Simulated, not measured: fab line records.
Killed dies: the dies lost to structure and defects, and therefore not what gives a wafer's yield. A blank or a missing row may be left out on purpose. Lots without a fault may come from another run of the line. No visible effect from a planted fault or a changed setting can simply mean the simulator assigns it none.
fab line records -- flow gf180mcu
record lots=8, wafers=24, last_day=32
route steps=602 shown STI@23 DNWELL@41 LVPWELL@61 HV_LDD@224
lots untouched by any fault: they come from a run of this same line in which no faults occurred
start_h: hours from the record's opening day to when the first of the lot's shown wafers began -- wait_h: hours from the lot's prior step to this one -- " unchanged from the row above -- L1.1+2: one row covering several wafers at once -- - no value present, or no start provided -- * or withheld: withheld -- < > ~ a bound
route shown NAME@n: NAME is a module with steps in the file, n the number in the route of the first one -- usual: the fault-free wafers' mean and standard deviation -- same: alike in all rows -- chamber/n: place in a boat -- sites: the reading at each site -- _std_site: the values' standard deviation -- _edge_site: mean of outer sites minus mean of inner sites -- radius_mm: how far each site lies from the wafer's centre -- mask NAME#n: copy n -- behind: the most recent tool/chamber to have shaped the wafer -- hold: cause of the lot's hold/its duration in hours/its outcome -- device: names the non-switching transistor (n, p or np) -- end of line: the same wafers' tests at the end of the route -- for a step that has no rows: nothing shown but its recipe -- killed: count of dies lost to structure and defects at first sort (not the wafer's yield) -- map: a wafer's dies, x killed, . not, _ none there
set.NAME: setting as actually run; set.NAME@STEP: the setting as run at that earlier step -- model.NAME: the simulator's own value behind a step, which no gauge read
steps of the route over a sample of lots; a table a step, a row a wafer
services: the hour from which a tool's chamber was out of use, counted from the record's first day as start_h (under 0 if before that day), plus the number of hours and why
## steps
# step GF_STI_THK_MEAS_22
# recipe reads=SiO2_of_STI_OXIDATION_21
# usual STI_OXIDATION_01_THK=15.2/0.33
lot.wafer,tool,chamber,start_h,wait_h,STI_OXIDATION_01_THK[nm]
L304.1,film_metro-02,-,27.32,0.0,14.9
L304.2,film_metro-02,-,27.32,0.0,15.0
L304.5,film_metro-02,-,27.32,0.0,14.9
L305.2,film_metro-02,-,33.83,0.0,15.4
L305.3,film_metro-02,-,33.83,0.0,15.6
L305.6,film_metro-02,-,33.83,0.0,15.6
L306.3,film_metro-02,-,38.71,0.0,15.1
L306.4,film_metro-02,-,38.71,0.0,14.8
L306.5,film_metro-02,-,38.71,0.0,15.1
L307.1,film_metro-04,-,42.36,0.0,14.6
L307.2,film_metro-04,-,42.36,0.0,14.6
L307.4,film_metro-04,-,42.36,0.0,14.7
L308.2,film_metro-04,-,48.31,0.0,15.9
L308.3,film_metro-04,-,48.31,0.0,15.6
L308.6,film_metro-04,-,48.31,0.0,15.8
L309.1,film_metro-04,-,52.47,0.0,15.3
L309.4,film_metro-04,-,52.47,0.0,15.6
L309.5,film_metro-04,-,52.47,0.0,15.6
L314.3,film_metro-04,-,80.04,0.0,15.3
L314.5,film_metro-04,-,80.04,0.0,15.3
L314.6,film_metro-04,-,80.04,0.0,15.0
L315.1,film_metro-03,-,84.57,0.0,15.7
L315.4,film_metro-03,-,84.57,0.0,15.3
L315.6,film_metro-03,-,84.57,0.0,15.4
# step GF_DNWELL_TW_MEAS_09
# usual DNWELL_TW=1344/6.4
lot.wafer,tool,chamber,start_h,wait_h,DNWELL_TW
L304.1,film_metro-03,-,42.15,0.1,1342
L304.2,film_metro-03,-,42.15,0.1,1344
L304.5,film_metro-03,-,42.15,0.1,1335
L305.2,film_metro-03,-,48.71,0.1,1352
L305.3,film_metro-03,-,48.71,0.1,1357
L305.6,film_metro-03,-,48.71,0.1,1355
L306.3,film_metro-03,-,54.12,0.1,1360
L306.4,film_metro-03,-,54.12,0.1,1358
L306.5,film_metro-03,-,54.12,0.1,1353
L307.1,film_metro-02,-,58.50,0.1,1340
L307.2,film_metro-02,-,58.50,0.1,1349
L307.4,film_metro-02,-,58.50,0.1,1342
L308.2,film_metro-02,-,64.01,0.1,1344
L308.3,film_metro-02,-,64.01,0.1,1339
L308.6,film_metro-02,-,64.01,0.1,1334
L309.1,film_metro-02,-,67.75,0.1,1341
L309.4,film_metro-02,-,67.75,0.1,1344
L309.5,film_metro-02,-,67.75,0.1,1345
L314.3,film_metro-03,-,95.82,0.1,1352
L314.5,film_metro-03,-,95.82,0.1,1342
L314.6,film_metro-03,-,95.82,0.1,1347
L315.1,film_metro-01,-,100.00,0.1,1349
L315.4,film_metro-01,-,100.00,0.1,1337
L315.6,film_metro-01,-,100.00,0.1,1344
# step GF_LVPWELL_OVL_MEAS_07
# usual LVPWELL_OVL=-0.7/1.2
lot.wafer,tool,chamber,start_h,wait_h,LVPWELL_OVL[nm]
L304.1,overlay-02,-,67.85,-,-0.1
L304.2,overlay-02,-,67.85,-,0.9
L304.5,overlay-02,-,67.85,-,0.1
L305.2,overlay-02,-,75.31,-,-0.2
L305.3,overlay-02,-,75.31,-,-1.4
L305.6,overlay-02,-,75.31,-,-1.5
L306.3,overlay-01,-,79.71,-,-2.7
L306.4,overlay-01,-,79.71,-,-2.3
L306.5,overlay-01,-,79.71,-,-1.9
L307.1,overlay-01,-,84.30,-,-0.7
L307.2,overlay-01,-,84.30,-,0.3
L307.4,overlay-01,-,84.30,-,1.7
L308.2,overlay-01,-,91.35,-,-2.5
L308.3,overlay-01,-,91.35,-,-2.8
L308.6,overlay-01,-,91.35,-,-1.7
L309.1,overlay-02,-,94.30,-,-0.9
L309.4,overlay-02,-,94.30,-,-0.1
L309.5,overlay-02,-,94.30,-,-0.8
L314.3,overlay-01,-,125.66,-,-0.5
L314.5,overlay-01,-,125.66,-,0.8
L314.6,overlay-01,-,125.66,-,0.2
L315.1,overlay-01,-,129.20,-,-0.5
L315.4,overlay-01,-,129.20,-,-0.2
L315.6,overlay-01,-,129.20,-,-0.1
# step GF_HV_LDD_IMPLANT_48
# recipe species=B, energy_kev=25, dose_cm2=3e+13, tilt_deg=7
# usual beam_energy_keV=25.002/0.0076, dose_ions_cm2=3.0002e+13/2.9e+10, implant_ion_amu=11/0
lot.wafer,tool,chamber,start_h,wait_h,beam_energy_keV,dose_ions_cm2,implant_ion_amu
L304.1,implanter-04,0,275.30,0.0,25.000,2.9977e+13,11
L304.2,implanter-04,0,275.30,0.0,24.999,2.9996e+13,11
L304.5,implanter-04,0,275.30,0.0,24.991,2.9993e+13,11
L305.2,implanter-03,0,281.83,0.0,25.006,3.0002e+13,11
L305.3,implanter-03,0,281.83,0.0,25.012,2.9983e+13,11
L305.6,implanter-03,0,281.83,0.0,25.002,2.9973e+13,11
L306.3,implanter-01,0,289.70,0.1,25.018,3.0019e+13,11
L306.4,implanter-01,0,289.70,0.1,24.996,2.9998e+13,11
L306.5,implanter-01,0,289.70,0.1,25.003,3.0061e+13,11
L307.1,implanter-01,0,295.95,0.0,25.010,3.0013e+13,11
L307.2,implanter-01,0,295.95,0.0,25.009,3.0024e+13,11
L307.4,implanter-01,0,295.95,0.0,25.010,2.9984e+13,11
L308.2,implanter-01,0,307.67,0.0,25.000,3.0036e+13,11
L308.3,implanter-01,0,307.67,0.0,25.008,2.9976e+13,11
L308.6,implanter-01,0,307.67,0.0,25.009,3.002e+13,11
L309.1,implanter-01,0,316.65,0.0,25.016,3.005e+13,11
L309.4,implanter-01,0,316.65,0.0,25.018,3.0015e+13,11
L309.5,implanter-01,0,316.65,0.0,25.008,3.0012e+13,11
L314.3,implanter-04,0,360.20,0.1,25.007,3.001e+13,49
L314.5,implanter-04,0,360.20,0.1,25.004,3.0022e+13,49
L314.6,implanter-04,0,360.20,0.1,24.997,3.0042e+13,49
L315.1,implanter-03,0,362.10,0.0,25.003,3.0025e+13,49
L315.4,implanter-03,0,362.10,0.0,25.015,2.9994e+13,49
L315.6,implanter-03,0,362.10,0.0,25.007,2.9988e+13,49
# step GF_HV_LDD_TW_MEAS_50
# usual HV_LDD_4_TW=565/3.3
lot.wafer,tool,chamber,start_h,wait_h,HV_LDD_4_TW
L304.1,film_metro-02,-,275.55,0.1,565
L304.2,film_metro-02,-,275.55,0.1,566
L304.5,film_metro-02,-,275.55,0.1,569
L305.2,film_metro-01,-,282.06,0.1,565
L305.3,film_metro-01,-,282.06,0.1,559
L305.6,film_metro-01,-,282.06,0.1,560
L306.3,film_metro-01,-,289.92,0.1,564
L306.4,film_metro-01,-,289.92,0.1,566
L306.5,film_metro-01,-,289.92,0.1,567
L307.1,film_metro-02,-,296.20,0.1,569
L307.2,film_metro-02,-,296.20,0.1,569
L307.4,film_metro-02,-,296.20,0.1,569
L308.2,film_metro-01,-,307.91,0.1,564
L308.3,film_metro-01,-,307.91,0.1,564
L308.6,film_metro-01,-,307.91,0.1,564
L309.1,film_metro-02,-,316.90,0.1,567
L309.4,film_metro-02,-,316.90,0.1,567
L309.5,film_metro-02,-,316.90,0.1,568
L314.3,film_metro-02,-,360.42,0.1,898
L314.5,film_metro-02,-,360.42,0.1,899
L314.6,film_metro-02,-,360.42,0.1,901
L315.1,film_metro-04,-,362.35,0.1,899
L315.4,film_metro-04,-,362.35,0.1,899
L315.6,film_metro-04,-,362.35,0.1,905
## services
tool,chamber,start_h,hours,kind
implanter-03,-,345.41,1.9,repair
## key
first_sign step=GF_HV_LDD_IMPLANT_48, reading=implant_ion_amu, direction=up, sigmas=99+, usual=11, struck=49
effect step=GF_HV_LDD_TW_MEAS_50, reading=HV_LDD_4_TW, direction=up, sigmas=99+, usual=565, struck=900
met_at GF_HV_LDD_IMPLANT_48
struck_lots L314,L315
tester_left_out L314,L315
not_acting_at GF_STI_THK_MEAS_22,GF_DNWELL_TW_MEAS_09,GF_LVPWELL_OVL_MEAS_07
onset_between 281.83 360.20
fault kind=wrong_recipe_download, tool=implanter-01,implanter-03,implanter-04, chamber=-, onset_h=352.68, steps=GF_HV_LDD_IMPLANT_48, wrong_recipe.not_listed=1
# tester_left_out: of these lots the tester's yield and bins aren't shown, on N5 and GAA mostly nor the transistor test; their killed dies are dies lost to structure and defects alone, not to doping, threshold or leakage, so they don't give the yield
